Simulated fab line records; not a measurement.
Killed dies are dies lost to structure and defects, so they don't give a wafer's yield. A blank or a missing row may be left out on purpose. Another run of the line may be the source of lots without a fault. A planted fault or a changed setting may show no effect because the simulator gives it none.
Which tool was responsible? | flow sky130 | 34 wafers from 12 lots sampled at 4 of the route's 708 steps

WHAT THE GAUGES READ, wafer by wafer
SKY_VIA2_RS_MEAS_22: measurement is done with a four-point probe. Usual: for VIA2_W_RS the level is 0.2866 ohm/sq and the standard deviation is 0.0028.
lot  | measured     | on            | VIA2_W_RS (ohm/sq)   | flag
L759 | day 35 23:27 | film-metro-04 | 0.2829 0.2843 0.2852 |
L761 | day 36 20:14 | film-metro-04 | 0.2884 0.2909 0.2854 |
L763 | day 37 11:01 | film-metro-04 | 0.2868 0.2880 0.2901 |
L764 | day 37 23:19 | film-metro-04 | 0.2881 0.2912 0.2893 |
L767 | day 38 16:59 | film-metro-04 | 0.2833 0.2810 0.2839 |
L766 | day 38 18:41 | film-metro-04 | 0.2844 0.2837 0.2877 |
L765 | day 38 19:22 | film-metro-02 | 0.2852 0.2806 0.2891 |
L770 | day 39 18:45 | film-metro-02 | 0.2864 0.2861        |
L772 | day 40 06:05 | film-metro-01 | 0.2861 0.2864        |
L779 | day 42 08:36 | film-metro-04 | 0.2887 0.2854 0.2879 |
L781 | day 42 15:02 | film-metro-02 | 0.2881 0.2890 0.2857 |
L782 | day 44 06:49 | film-metro-01 | 0.2819 0.2853 0.2832 |

WHAT TOOL EACH LOT RAN ON (gives the tool, then ch and the chambers of the sampled wafers, and finally the start)
lot  | SKY_METAL2_SPUTTER_01        | SKY_METAL2_DESCUM_17              | SKY_VIA2_ETCH_14
L759 | pvd-sputter-01, day 33 15:35 | rie-metal-03 ch 0, day 34 18:22   | rie-diel-03 ch 0,3, day 35 22:32
L761 | pvd-sputter-02, day 34 12:53 | rie-metal-03 ch 0,1, day 35 16:10 | rie-diel-03 ch 2,3, day 36 19:17
L763 | pvd-sputter-04, day 35 05:18 | rie-metal-02 ch 0,1, day 36 07:31 | rie-diel-04 ch 0,2, day 37 10:05
L764 | pvd-sputter-04, day 35 17:05 | rie-metal-04 ch 0,1, day 36 19:19 | rie-diel-04 ch 1,2, day 37 22:22
L767 | pvd-sputter-01, day 36 11:55 | rie-metal-02 ch 0,1, day 37 14:04 | rie-diel-03 ch 0,1,3, day 38 15:55
L766 | pvd-sputter-04, day 36 13:19 | rie-metal-03 ch 0,1, day 37 15:05 | rie-diel-03 ch 0,2,3, day 38 17:44
L765 | pvd-sputter-01, day 36 14:13 | rie-metal-04 ch 0, day 37 15:53   | rie-diel-04 ch 0,1,2, day 38 18:26
L770 | pvd-sputter-02, day 37 13:43 | rie-metal-04 ch 1, day 38 15:16   | rie-diel-03 ch 1,2, day 39 17:47
L772 | pvd-sputter-02, day 38 01:05 | rie-metal-04 ch 0,1, day 39 02:37 | rie-diel-03 ch 0,2, day 40 05:10
L779 | pvd-sputter-01, day 39 23:46 | rie-metal-02 ch 0, day 40 23:35   | rie-diel-04 ch 0,2,3, day 42 07:41
L781 | pvd-sputter-01, day 40 16:43 | rie-metal-02 ch 0,1, day 41 12:49 | rie-diel-04 ch 1,2, day 42 14:04
L782 | pvd-sputter-04, day 42 06:10 | rie-metal-02 ch 0,1, day 43 05:25 | rie-diel-03 ch 0,2, day 44 05:55
- SKY_METAL2_SPUTTER_01: material TiN, target thk 20 nm, time 16.7 s.
- SKY_METAL2_DESCUM_17: chemistry O2, time 8 s.
- SKY_VIA2_ETCH_14: etches BARC in N2/H2, stops on SiO2, time 45.9 s, target depth 60 nm.

AS READ BY THE TOOLS THEMSELVES (means over the sampled wafers that have a number; for cases with no such wafer, the mark the record gives instead)
SKY_METAL2_SPUTTER_01. Usual: throttle-valve-pct reads 30.4 % (standard deviation 1).
lot  | tool           | throttle-valve-pct (%) | flag
L759 | pvd-sputter-01 | 30.8                   |
L761 | pvd-sputter-02 | 29.6                   |
L763 | pvd-sputter-04 | 30.3                   |
L764 | pvd-sputter-04 | 29.7                   |
L767 | pvd-sputter-01 | 30.7                   |
L766 | pvd-sputter-04 | 31.5                   |
L765 | pvd-sputter-01 | 30.6                   |
L770 | pvd-sputter-02 | 30.1                   |
L772 | pvd-sputter-02 | 29.9                   |
L779 | pvd-sputter-01 | 30.8                   |
L781 | pvd-sputter-01 | 30.3                   |
L782 | pvd-sputter-04 | 30.9                   |

SKY_METAL2_DESCUM_17. Usual: drypump-motor-current-A 5.5 A, standard deviation 0.48; oes-product-au 1.003 a.u., standard deviation 0.0096; temp-c 40.02 C, standard deviation 0.12.
lot  | tool         | drypump-motor-current-A (A) | oes-product-au (a.u.) | temp-c (C) | flag
L759 | rie-metal-03 | 5.1                         | 0.993                 | 40.04      |
L761 | rie-metal-03 | 5.2                         | 0.997                 | 40.03      |
L763 | rie-metal-02 | 5.2                         | 0.996                 | 40.06      |
L764 | rie-metal-04 | 6.2                         | 1.011                 | 39.96      |
L767 | rie-metal-02 | 5.2                         | 1.003                 | 39.99      |
L766 | rie-metal-03 | 5.2                         | 0.995                 | 39.96      |
L765 | rie-metal-04 | 6.1                         | 1.007                 | 39.87      |
L770 | rie-metal-04 | 6.3                         | 1.004                 | 40.08      |
L772 | rie-metal-04 | 6.2                         | 1.008                 | 40.12      |
L779 | rie-metal-02 | 5.3                         | 0.998                 | 40.10      |
L781 | rie-metal-02 | 5.2                         | 0.996                 | 40.04      |
L782 | rie-metal-02 | 5.2                         | 1.004                 | 40.00      |

SKY_VIA2_ETCH_14. Usual: drypump-motor-current-A 5.9 A, standard deviation 0.35; h2-flow-sccm 200.1 sccm, standard deviation 0.56; oes-product-au 0.855 a.u., standard deviation 0.0049; run-length-s 74.3 s, standard deviation 0.39; throttle-valve-pct 13.226 %, standard deviation 0.0097.
lot  | tool        | drypump-motor-current-A (A) | h2-flow-sccm (sccm) | oes-product-au (a.u.) | run-length-s (s) | throttle-valve-pct (%) | flag
L759 | rie-diel-03 | 5.6                         | 199.7               | 0.853                 | 74.2             | 13.223                 |
L761 | rie-diel-03 | 5.8                         | 200.3               | 0.856                 | 74.6             | 13.219                 |
L763 | rie-diel-04 | 5.9                         | 200.0               | 0.851                 | 74.5             | 13.226                 |
L764 | rie-diel-04 | 6.4                         | 199.4               | 0.857                 | 74.2             | 13.225                 |
L767 | rie-diel-03 | 5.7                         | 199.5               | 0.855                 | 74.4             | 13.237                 |
L766 | rie-diel-03 | 5.7                         | 200.1               | 0.861                 | 74.8             | 13.233                 |
L765 | rie-diel-04 | 6.1                         | 200.8               | 0.854                 | 74.5             | 13.227                 |
L770 | rie-diel-03 | 5.9                         | 199.8               | 0.883                 | 72.8             | 13.231                 | OFF
L772 | rie-diel-03 | 5.8                         | 200.7               | 0.881                 | 72.8             | 13.229                 | OFF
L779 | rie-diel-04 | 5.9                         | 200.2               | 0.856                 | 74.4             | 13.221                 |
L781 | rie-diel-04 | 6.2                         | 200.2               | 0.853                 | 73.9             | 13.230                 |
L782 | rie-diel-03 | 5.7                         | 199.2               | 0.852                 | 74.2             | 13.218                 |

THE ANSWER, worked out from the rows above alone
Rule: a lot counts as off when the mean over its wafers that have a number is more than 3 standard deviations away from the usual mean. Also off: a lot with no number at a reading for which 4 or more lots have one. Where the step has rows for the other lots, those lots are counted as sound. First the gauges in route order, then the tools' own readings, where a lot's mean is used as printed above. At the first step where some lot is off, the reading lying furthest off is the one used; lots without a number count as furthest.
Off, at SKY_VIA2_ETCH_14 on oes-product-au: L770, L772.
A tool fits if, at that step or a process step before it, it ran every lot that is off, and no sound lot after the first of them. Undecided on this evidence; 2 tools fit (pvd-sputter-02 at SKY_METAL2_SPUTTER_01, rie-metal-04 at SKY_METAL2_DESCUM_17).

WHAT THE SIMULATOR HAD INSERTED
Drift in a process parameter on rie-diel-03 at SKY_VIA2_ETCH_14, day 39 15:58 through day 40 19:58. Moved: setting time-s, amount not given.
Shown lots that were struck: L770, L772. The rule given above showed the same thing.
